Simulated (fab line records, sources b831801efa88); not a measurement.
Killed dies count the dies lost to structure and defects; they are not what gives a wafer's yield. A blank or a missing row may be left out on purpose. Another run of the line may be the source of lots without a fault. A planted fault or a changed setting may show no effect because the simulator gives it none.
Which tool was responsible?	flow sky130	13 lots with 39 wafers sampled at 2 steps, on a route of 708 steps

== WHAT EACH GAUGE READ, for each wafer ==
SKY_VIA4_THK_MEAS_20: measures by xrf.
lot	measured	on	VIA4_W_THK (nm)
L981	day 43 18:34	film-metro-02	535 523 521
L983	day 43 23:59	film-metro-04	500 514 508
L986	day 44 04:16	film-metro-02	531 524 523
L988	day 44 22:14	film-metro-02	526 528 532
L992	day 45 10:30	film-metro-02	532 510 513
L991	day 45 12:29	film-metro-04	512 522 514
L993	day 46 01:50	film-metro-02	519 522 523
L994	day 46 02:56	film-metro-04	528 517 529
L997	day 47 05:22	film-metro-02	510 523 519
L999	day 48 00:58	film-metro-04	516 509 520
L101	day 48 02:43	film-metro-04	506 512 504
L102	day 48 04:23	film-metro-02	520 519 514
L104	day 48 15:37	film-metro-01	521 514 520

== WHAT TOOL EACH LOT RAN ON (gives the tool, then ch and the chambers of the sampled wafers, and finally the start) ==
lot	SKY_NWELL_CLEAN_27
L981	wet-bench-03 ch 2, day 5 17:11
L983	wet-bench-03 ch 3, day 6 05:26
L986	wet-bench-02 ch 0, day 6 09:58
L988	wet-bench-03 ch 3, day 7 02:33
L992	wet-bench-02 ch 3, day 8 00:17
L991	wet-bench-02 ch 0, day 8 00:50
L993	wet-bench-02 ch 2, day 8 12:47
L994	wet-bench-01 ch 2, day 8 14:32
L997	wet-bench-01 ch 2, day 9 14:13
L999	wet-bench-03 ch 1, day 9 22:32
L101	wet-bench-03 ch 1, day 10 07:29
L102	wet-bench-02 ch 1, day 10 15:02
L104	wet-bench-02 ch 2, day 11 02:38
- SKY_NWELL_CLEAN_27: cleans in SC1/SC2, time 150 s.

== AS READ BY THE TOOLS THEMSELVES (means over the sampled wafers that have a number; for cases with no such wafer, the mark the record gives instead) ==
The record holds no such reading with a usual standard deviation.

== THE ANSWER, worked out from the rows above alone ==
Rule: what is usual is taken from the lots themselves. Put in order of their means at a reading, lots are off if they are a third of the lots or fewer, leave a main group of 4 or more, and stand apart from it by a gap of 3 or more times the standard deviation of the main group's means; of several such gaps the widest counts. A main group is skipped when, at the precision printed for the reading in the tables above, its means are all equal. Also off: a lot with no number at a reading for which 4 or more lots have one. Where the step has rows for the other lots, those lots are counted as sound. First the gauges in route order, then the tools' own readings, where a lot's mean is used as printed above. The first step at which some lot is off is used, and at that step the reading that is off furthest; a lot without a number counts as furthest.
None of the lots is off at any reading shown; this tells nothing.

== WHAT THE SIMULATOR PUT IN ==
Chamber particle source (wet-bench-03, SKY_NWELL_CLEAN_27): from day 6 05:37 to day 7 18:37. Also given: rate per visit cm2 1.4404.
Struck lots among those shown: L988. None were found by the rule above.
